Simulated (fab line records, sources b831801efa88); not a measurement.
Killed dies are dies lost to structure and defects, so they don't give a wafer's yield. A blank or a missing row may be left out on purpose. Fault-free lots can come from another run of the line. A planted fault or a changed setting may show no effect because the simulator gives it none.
Chamber matching | flow sky130 | rie-diel-02 running SKY_VIA3_ETCH_14: 4 sister chambers
The step etches BARC in N2/H2, stops on SiO2, time 45.9 s, target depth 60 nm. 7 wafers are shown with their chamber, then 7 later ones without.

## WAFERS PAIRED WITH THEIR CHAMBERS
wafer  | chamber | drypump-motor-current-A (A) | oes-product-au (a.u.)
L078.2 | 2       | 5.96                        | 0.860
L078.6 | 0       | 5.55                        | 0.854
L079.3 | 3       | 6.18                        | 0.850
L079.5 | 0       | 5.58                        | 0.853
L079.6 | 1       | 5.33                        | 0.845
L080.1 | 2       | 5.96                        | 0.853
L080.2 | 3       | 6.20                        | 0.861

## WAFERS WITHOUT THEIR CHAMBER
wafer  | drypump-motor-current-A (A) | oes-product-au (a.u.)
L080.4 | 5.55                        | 0.851
L087.1 | 6.14                        | 0.849
L087.5 | 6.18                        | 0.860
L087.6 | 5.55                        | 0.858
L093.4 | 5.96                        | 0.853
L093.5 | 5.52                        | 0.854
L093.6 | 5.34                        | 0.857

## THE CHAMBER EACH PASSED THROUGH
wafer  | from the rows above | in truth
L080.4 | 0                   | 0
L087.1 | 3                   | 3
L087.5 | 3                   | 3
L087.6 | 0                   | 0
L093.4 | 2                   | 2
L093.5 | 0                   | 0
L093.6 | 1                   | 1
7 of 7 placed correctly. Can't be placed from these rows: 0. Wrongly placed: 0.
How it was worked out, from the rows above alone: a wafer's distance from a chamber is the root of the sum, over the readings, of the square of ((its reading less the chamber's mean) divided by the reading's scatter). The wafer belongs to the nearest chamber; if the next one is less than 2 further off, it can't be placed. The mean given for a chamber averages the wafers shown for that chamber. The scatter is the square root of a quotient: the sum, over the shown wafers, of each reading's squared deviation from its chamber's mean, divided by wafers minus chambers.
